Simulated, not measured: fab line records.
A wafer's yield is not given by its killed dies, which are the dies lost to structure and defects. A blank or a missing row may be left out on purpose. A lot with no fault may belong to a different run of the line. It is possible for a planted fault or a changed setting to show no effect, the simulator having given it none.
Which tool is to blame? | flow sfq_line | 15 lots with 43 wafers sampled at 4 steps, on a route of 325 steps

== WHAT THE GAUGES READ, wafer by wafer ==
SFQ_JJ_OVL_MEAS_931. Usual: J5_OVL 0 nm, standard deviation 5.2.
lot  | measured     | on         | J5_OVL (nm) | flag
L134 | day 50 21:50 | overlay-01 | 5 11 9      |
L136 | day 60 16:43 | overlay-01 | 13 7 9      |
L137 | day 60 17:55 | overlay-01 | -6 -8 -5    |
L138 | day 60 21:30 | overlay-01 | 6 2 2       |
L139 | day 61 11:48 | overlay-01 | -5 -5 -1    |
L141 | day 61 20:40 | overlay-01 | 2 0         |
L144 | day 62 23:31 | overlay-02 | 3 4         |
L146 | day 63 07:54 | overlay-02 | -1 7 -7     |
L148 | day 63 10:18 | overlay-02 | -5 -8 -1    |
L152 | day 64 06:02 | overlay-02 | 4 1 -3      |
L153 | day 64 10:50 | overlay-02 | 7 6 5       |
L154 | day 68 04:44 | overlay-02 | 1 -2 2      |
L155 | day 68 13:41 | overlay-02 | 2 3 5       |
L156 | day 68 17:17 | overlay-02 | -1 0 -1     |
L157 | day 69 07:10 | overlay-02 | 8 8 8       |

SFQ_R5_RS_MEAS_933: a four-point-probe measurement. Usual: R5_MONX_RS 7.05 ohm/sq, standard deviation 0.083.
lot  | measured     | on            | R5_MONX_RS (ohm/sq)           | flag
L134 | day 51 19:06 | film_metro-01 | 7.01 7.12 6.93                |
L136 | day 65 15:16 | film_metro-02 | 7.20 7.02 7.03                |
L137 | day 65 18:17 | film_metro-02 | 7.05 7.12 7.17                |
L138 | day 65 21:14 | film_metro-02 | 7.00 7.15 7.03                |
L139 | day 66 14:51 | film_metro-01 | 7.01 6.91 6.90                |
L141 | day 66 23:52 | film_metro-01 | 6.99 8.45 7.00 8.48           | OFF
L144 | day 67 17:53 | film_metro-03 | 8.42 8.34 8.43 8.36           | OFF
L146 | day 68 05:52 | film_metro-02 | 6.99 8.40 7.00 7.01 8.38 7.02 | OFF
L148 | day 68 08:51 | film_metro-02 | 7.02 7.11 7.03                |
L152 | day 69 10:43 | film_metro-03 | 6.91 6.95 6.99                |
L153 | day 69 17:24 | film_metro-01 | 6.97 7.05 7.05                |
L154 | day 73 04:28 | film_metro-03 | 7.06 7.08 7.05                |
L155 | day 73 16:29 | film_metro-02 | 7.05 7.11 7.17                |
L156 | day 74 01:28 | film_metro-02 | 7.06 7.02 6.96                |
L157 | day 74 13:29 | film_metro-03 | 7.08 7.02 7.11                |

SFQ_R5_THK_MEAS_934: measures by xrf. Usual: R5_MONX_THK 39.7 nm, standard deviation 0.5.
lot  | measured     | on            | R5_MONX_THK (nm)              | flag
L134 | day 51 19:13 | film_metro-01 | 40.0 39.0 40.6                |
L136 | day 65 15:22 | film_metro-02 | 38.9 39.8 39.7                |
L137 | day 65 18:23 | film_metro-02 | 39.4 39.4 39.1                |
L138 | day 65 21:22 | film_metro-02 | 39.8 38.9 39.6                |
L139 | day 66 14:58 | film_metro-01 | 40.4 40.6 41.0                |
L141 | day 67 02:53 | film_metro-01 | 39.7 32.7 40.1 32.7           | OFF
L144 | day 67 21:43 | film_metro-03 | 33.0 33.1 32.8 33.1           | OFF
L146 | day 68 08:41 | film_metro-02 | 39.9 32.9 40.0 40.1 33.0 40.2 | OFF
L148 | day 68 08:58 | film_metro-02 | 39.8 39.3 39.6                |
L152 | day 69 10:50 | film_metro-03 | 40.6 40.3 40.0                |
L153 | day 69 17:31 | film_metro-01 | 40.5 40.0 40.0                |
L154 | day 73 04:35 | film_metro-03 | 39.7 39.6 39.8                |
L155 | day 73 16:35 | film_metro-02 | 39.5 39.3 38.9                |
L156 | day 74 01:35 | film_metro-02 | 39.4 40.0 40.1                |
L157 | day 74 13:35 | film_metro-03 | 39.5 40.1 39.5                |

== WHAT TOOL EACH LOT RAN ON (gives the tool, then ch and the chambers of the sampled wafers, and finally the start) ==
lot  | SFQ_TRILAYER_R5_DEP_SPUTTER_133
L134 | pvd_sputter-05, day 51 19:01
L136 | pvd_sputter-03, day 65 15:10
L137 | pvd_sputter-05, day 65 18:10
L138 | pvd_sputter-03, day 65 21:10
L139 | pvd_sputter-05, day 66 14:47
L141 | pvd_sputter-03, day 66 23:47
L144 | pvd_sputter-03, day 67 17:47
L146 | pvd_sputter-03, day 68 05:47
L148 | pvd_sputter-06, day 68 08:47
L152 | pvd_sputter-06, day 69 10:38
L153 | pvd_sputter-06, day 69 17:20
L154 | pvd_sputter-05, day 73 04:23
L155 | pvd_sputter-05, day 73 16:23
L156 | pvd_sputter-06, day 74 01:23
L157 | pvd_sputter-06, day 74 13:23
- SFQ_TRILAYER_R5_DEP_SPUTTER_133: material MoNx, target thk 40 nm, time 66.7 s.

== AS READ BY THE TOOLS THEMSELVES (means over the sampled wafers that have a number; for cases with no such wafer, the mark the record gives instead) ==
SFQ_TRILAYER_R5_DEP_SPUTTER_133. Usual: throttle_valve_pct reads 29.6 % (standard deviation 0.58).
lot  | tool           | throttle_valve_pct (%) | flag
L134 | pvd_sputter-05 | 29.6                   |
L136 | pvd_sputter-03 | 29.8                   |
L137 | pvd_sputter-05 | 30.0                   |
L138 | pvd_sputter-03 | 29.4                   |
L139 | pvd_sputter-05 | 29.5                   |
L141 | pvd_sputter-03 | 29.2                   |
L144 | pvd_sputter-03 | 30.3                   |
L146 | pvd_sputter-03 | 29.6                   |
L148 | pvd_sputter-06 | 29.0                   |
L152 | pvd_sputter-06 | 29.3                   |
L153 | pvd_sputter-06 | 29.7                   |
L154 | pvd_sputter-05 | 30.1                   |
L155 | pvd_sputter-05 | 29.4                   |
L156 | pvd_sputter-06 | 29.8                   |
L157 | pvd_sputter-06 | 29.6                   |

== THE ANSWER, worked out from the rows above alone ==
Rule: a lot counts as off when the mean over its wafers that have a number is more than 3 standard deviations away from the usual mean. A lot without any number at a reading at which 4 lots or more have one is off too. Any other lot the step has rows for is counted as sound. Order of review: gauges by route order, followed by the tools' own readings, for which a lot's mean as printed above is used. The first step at which some lot is off is used, and at that step the reading that is off furthest; a lot without a number counts as furthest.
Off: at SFQ_R5_RS_MEAS_933 (R5_MONX_RS), L141, L144, L146.
A tool fits if, at a process step before that reading, it ran every lot that is off, and no sound lot after the first of them. Gauges at SFQ_R5_RS_MEAS_933: tried the same way as those tools. One fits: SFQ_TRILAYER_R5_DEP_SPUTTER_133 on pvd_sputter-03. Its last sound lot is L138 (day 65 21:10), its first lot that is off L141 (day 66 23:47): a fault that began between those two fits.

== WHAT THE SIMULATOR HAD INSERTED ==
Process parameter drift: pvd_sputter-03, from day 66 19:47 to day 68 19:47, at SFQ_TRILAYER_R5_DEP_SPUTTER_133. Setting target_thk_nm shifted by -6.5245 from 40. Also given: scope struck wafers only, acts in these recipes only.
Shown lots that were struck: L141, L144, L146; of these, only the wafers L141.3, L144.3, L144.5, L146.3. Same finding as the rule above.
